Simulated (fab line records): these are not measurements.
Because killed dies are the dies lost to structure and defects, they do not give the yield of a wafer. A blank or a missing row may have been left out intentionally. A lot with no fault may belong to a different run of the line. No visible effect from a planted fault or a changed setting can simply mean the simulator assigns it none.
fab line records | flow sky130
[record] lots = 13 | wafers = 39 | last-day = 50
route steps=708 shown VT_ADJUST_HVTP@94 PAD_OPEN@708
lots that met no fault: taken from a fault-free run of the same line
start-h: start of the lot's first displayed wafer, in hours after the record's first day | wait-h: hours elapsed since this lot's preceding step | " identical to the entry in the row above | L1.1+2: several wafers, shown together as one row | - no value, or no start was given | * or withheld: withheld | < > ~ a bound
route shown NAME@n: NAME is a module with steps in the file, n the number in the route of the first one | usual: mean/standard deviation taken from wafers without a fault | same: alike in all rows | chamber/n: place in a boat | sites: readings site by site | _std_site: the standard deviation of these | _edge_site: inner sites' mean taken away from outer sites' mean | radius-mm: for every site, how far away it sits from the centre of the wafer | mask NAME#n: copy n | behind: the last tool/chamber to shape the wafer | hold: reason for holding the lot/hours on hold/outcome of the hold | device: the transistor (n, p or np) that didn't switch | end of line: the same wafers' tests at the end of the route | a step with no rows: only its recipe | killed: the dies lost at the first sort to structure and to defects; this is not the yield of the wafer | map: the dies of a wafer, with x for killed, . for not killed, _ for no die there
set.NAME: the setting the step ran with; set.NAME@STEP: the setting that earlier step ran with | model.NAME: the simulator's own value behind a step, which no gauge read
one table for each step of the route and one row for each wafer, over a sample of lots
services: the hour from which a tool's chamber was out of use, counted from the record's first day as start-h (under 0 if before that day), plus the number of hours and why
[[steps]]
[step SKY_VT_ADJUST_HVTP_IMPLANT_09]
[recipe] species = As | energy-kev = 150 | dose-cm2 = 4.3e+12 | tilt-deg = withheld
[usual] dose-ions-cm2 = 4.299e+12/4.4e+09 | faraday-current-uA = 24.3/0.52
lot.wafer | tool         | chamber | start-h | wait-h | dose-ions-cm2 | faraday-current-uA
L809.4    | implanter-01 | 0       | 119.62  | 0.1    | 4.3e+12       | 23.9
L809.5    | "            | 0       | "       | "      | 4.306e+12     | 25.0
L809.6    | "            | 0       | "       | "      | 4.305e+12     | 24.0
L810.3    | implanter-04 | 0       | 125.12  | 0.1    | 4.298e+12     | 23.6
L810.4    | "            | 0       | "       | "      | 4.301e+12     | 23.8
L810.5    | "            | 0       | "       | "      | 4.3e+12       | 24.5
L811.3    | implanter-03 | 0       | 132.72  | 0.1    | 4.3e+12       | 23.2
L811.5    | "            | 0       | "       | "      | 4.3e+12       | 24.5
L811.6    | "            | 0       | "       | "      | 4.304e+12     | 24.3
L812.3    | implanter-04 | 0       | 137.38  | 0.1    | 4.296e+12     | 24.8
L812.4    | "            | 0       | "       | "      | 4.296e+12     | 24.3
L812.6    | "            | 0       | "       | "      | 4.301e+12     | 24.6
L813.2    | implanter-04 | 0       | 145.14  | 0.0    | 4.296e+12     | 25.1
L813.4    | "            | 0       | "       | "      | 4.292e+12     | 24.1
L813.6    | "            | 0       | "       | "      | 4.295e+12     | 23.3
L817.3    | implanter-04 | 0       | 172.17  | 0.1    | 4.768e+12     | 26.3
L817.4    | "            | 0       | "       | "      | 4.774e+12     | 26.3
L817.6    | "            | 0       | "       | "      | 4.773e+12     | 27.1
L819.3    | implanter-04 | 0       | 199.28  | 0.1    | 4.778e+12     | 26.0
L819.4    | "            | 0       | "       | "      | 4.785e+12     | 27.1
L819.5    | "            | 0       | "       | "      | 4.774e+12     | 27.8
L821.1    | implanter-03 | 0       | 201.73  | 0.0    | 4.303e+12     | 24.0
L821.4    | "            | 0       | "       | "      | 4.299e+12     | 23.7
L821.5    | "            | 0       | "       | "      | 4.304e+12     | 24.1
L826.1    | implanter-01 | 0       | 230.44  | 0.0    | 4.298e+12     | 24.3
L826.4    | "            | 0       | "       | "      | 4.304e+12     | 23.8
L826.6    | "            | 0       | "       | "      | 4.301e+12     | 23.9
L828.3    | implanter-03 | 0       | 239.09  | 0.1    | 4.305e+12     | 24.1
L828.4    | "            | 0       | "       | "      | 4.294e+12     | 24.3
L828.6    | "            | 0       | "       | "      | 4.301e+12     | 23.8
L830.1    | implanter-04 | 0       | 259.04  | 0.0    | 4.302e+12     | 24.5
L830.2    | "            | 0       | "       | "      | 4.297e+12     | 24.5
L830.4    | "            | 0       | "       | "      | 4.297e+12     | 23.8
L831.2    | implanter-04 | 0       | 262.16  | 0.0    | 4.296e+12     | 24.2
L831.4    | "            | 0       | "       | "      | 4.295e+12     | 23.8
L831.6    | "            | 0       | "       | "      | 4.296e+12     | 24.8
L832.1    | implanter-01 | 0       | 265.03  | 0.0    | 4.293e+12     | 23.9
L832.4    | "            | 0       | "       | "      | 4.301e+12     | 24.1
L832.6    | "            | 0       | "       | "      | 4.301e+12     | 24.6
[step SKY_VT_ADJUST_HVTP_TW_MEAS_11]
[usual] VT_ADJUST_HVTP_TW = 1344/6.4
lot.wafer | tool          | chamber | start-h | wait-h | hold                     | VT_ADJUST_HVTP_TW
L809.4    | film-metro-01 | -       | 119.82  | 0.1    | -                        | 1348
L809.5    | "             | -       | "       | "      | -                        | 1357
L809.6    | "             | -       | "       | "      | -                        | 1352
L810.3    | film-metro-02 | -       | 125.34  | 0.1    | -                        | 1332
L810.4    | "             | -       | "       | "      | -                        | 1333
L810.5    | "             | -       | "       | "      | -                        | 1325
L811.3    | film-metro-01 | -       | 132.94  | 0.1    | -                        | 1351
L811.5    | "             | -       | "       | "      | -                        | 1353
L811.6    | "             | -       | "       | "      | -                        | 1348
L812.3    | film-metro-03 | -       | 137.60  | 0.1    | -                        | 1353
L812.4    | "             | -       | "       | "      | -                        | 1349
L812.6    | "             | -       | "       | "      | -                        | 1353
L813.2    | film-metro-01 | -       | 145.38  | 0.1    | -                        | 1349
L813.4    | "             | -       | "       | "      | -                        | 1335
L813.6    | "             | -       | "       | "      | -                        | 1337
L817.3    | film-metro-01 | -       | 172.39  | 0.1    | await-dispo/0.2h/release | 1395
L817.4    | "             | -       | "       | "      | await-dispo/0.2h/release | 1394
L817.6    | "             | -       | "       | "      | await-dispo/0.2h/release | 1396
L817.3    | film-metro-01 | -       | 172.63  | 0.2    | -                        | 1399
L817.4    | "             | -       | "       | "      | -                        | 1387
L817.6    | "             | -       | "       | "      | -                        | 1396
L819.3    | film-metro-01 | -       | 199.50  | 0.1    | await-dispo/0.2h/release | 1398
L819.4    | "             | -       | "       | "      | await-dispo/0.2h/release | 1390
L819.5    | "             | -       | "       | "      | await-dispo/0.2h/release | 1396
L819.3    | film-metro-01 | -       | 199.73  | 0.2    | -                        | 1395
L819.4    | "             | -       | "       | "      | -                        | 1394
L819.5    | "             | -       | "       | "      | -                        | 1396
L821.1    | film-metro-03 | -       | 201.98  | 0.1    | -                        | 1342
L821.4    | "             | -       | "       | "      | -                        | 1340
L821.5    | "             | -       | "       | "      | -                        | 1341
L826.1    | film-metro-03 | -       | 230.69  | 0.1    | -                        | 1348
L826.4    | "             | -       | "       | "      | -                        | 1347
L826.6    | "             | -       | "       | "      | -                        | 1344
L828.3    | film-metro-02 | -       | 239.31  | 0.1    | -                        | 1338
L828.4    | "             | -       | "       | "      | -                        | 1334
L828.6    | "             | -       | "       | "      | -                        | 1337
L830.1    | film-metro-01 | -       | 259.29  | 0.1    | -                        | 1350
L830.2    | "             | -       | "       | "      | -                        | 1344
L830.4    | "             | -       | "       | "      | -                        | 1350
L831.2    | film-metro-02 | -       | 262.39  | 0.1    | -                        | 1343
L831.4    | "             | -       | "       | "      | -                        | 1342
L831.6    | "             | -       | "       | "      | -                        | 1348
L832.1    | film-metro-01 | -       | 265.28  | 0.1    | -                        | 1343
L832.4    | "             | -       | "       | "      | -                        | 1346
L832.6    | "             | -       | "       | "      | -                        | 1344
[step SKY_PAD_OPEN_PROBE_99]
[usual] killed_at_M0_to_M3 = 44/7.2 | killed_at_M4_up = 3.1/1.8 | killed-at-contacts = 24/4.5 | killed-at-front-end = 16/4.4 | killed-at-other = 0.2/0.42 | killed-dies = 87/8.9 | killed-open = 48/6.4 | killed-short = 39/6.2
[same] gross-dies = 492 | killed-at-back-side = 0
lot.wafer | tool      | chamber | start-h | wait-h | killed_at_M0_to_M3 | killed_at_M4_up | killed-at-contacts | killed-at-front-end | killed-at-other | killed-dies | killed-open | killed-short
L828.3    | prober-02 | -       | 1174.32 | 0.2    | 39                 | 3               | 21                 | 13                  | 0               | 76          | 41          | 35
L828.4    | prober-02 | -       | 1174.37 | 0.2    | 51                 | 1               | 26                 | 16                  | 1               | 95          | 60          | 35
L828.6    | prober-02 | -       | 1174.47 | 0.2    | 54                 | 1               | 11                 | 13                  | 1               | 80          | 48          | 32
// killed by level:class
L828.3 VIA1:geometric-particle:open=15 CONTACT:geometric-particle:open=7 VIA2:geometric-particle:open=5 FIELD_ISO:geometric-particle:short=4 LI_CONTACT:geometric-particle:short=4 VIA1:geometric-particle:short=4 CONTACT:geometric-particle:short=4 VIA3:geometric-particle:open=4
L828.4 LI_CONTACT:geometric-particle:open=14 VIA1:geometric-particle:open=14 VIA2:geometric-particle:open=9 METAL1:geometric-particle:short=7 FIELD_ISO:geometric-particle:open=5 LOCAL_INTERCONNECT:geometric-particle:short=5 VIA2:geometric-particle:short=5 VIA3:geometric-particle:open=4
L828.6 VIA1:geometric-particle:open=13 VIA2:geometric-particle:open=8 CONTACT:geometric-particle:open=6 METAL1:geometric-particle:short=6 VIA3:geometric-particle:open=6 VIA1:geometric-particle:short=5 METAL2:geometric-particle:short=5 POLY_GATE:geometric-particle:short=4
[[services]]
tool         | chamber | start-h | hours | kind
implanter-03 | -       | 125.51  | 5.1   | repair
implanter-03 | -       | 134.51  | 3.3   | repair
implanter-01 | -       | 166.24  | 2.0   | repair
implanter-04 | -       | 172.91  | 1.5   | repair
implanter-04 | -       | 187.95  | 8.0   | pm
implanter-03 | -       | 226.03  | 3.3   | pm
implanter-03 | -       | 251.61  | 1.3   | repair
[[key]]
[first-sign] step = SKY_VT_ADJUST_HVTP_IMPLANT_09 | reading = dose-ions-cm2 | direction = up | sigmas = 99+ | usual = * | struck = *
[effect] step = SKY_VT_ADJUST_HVTP_IMPLANT_09 | reading = faraday-current-uA | direction = up | sigmas = 4.8 | usual = 24.3 | struck = 26.8
[effect] step = SKY_VT_ADJUST_HVTP_TW_MEAS_11 | reading = visit | direction = added
[effect] step = SKY_VT_ADJUST_HVTP_TW_MEAS_11 | reading = VT_ADJUST_HVTP_TW | direction = up | sigmas = 8 | usual = 1344 | struck = 1395
met-at SKY_VT_ADJUST_HVTP_IMPLANT_09
struck-lots L817,L819
tester-left-out L817,L819
onset-between 145.14 172.17
[fault] kind = process-parameter-drift | tool = implanter-04 | chamber = - | onset-h = 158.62 | steps = SKY_VT_ADJUST_HVTP_IMPLANT_09 | channel = dose-cm2 | offset = * | shape = step | end-h = 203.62 | acts-in = * | stated = *
// tester-left-out: of these lots the tester's yield and bins aren't shown, on N5 and GAA mostly nor the transistor test; their killed dies are dies lost to structure and defects alone, not to doping, threshold or leakage, so they don't give the yield
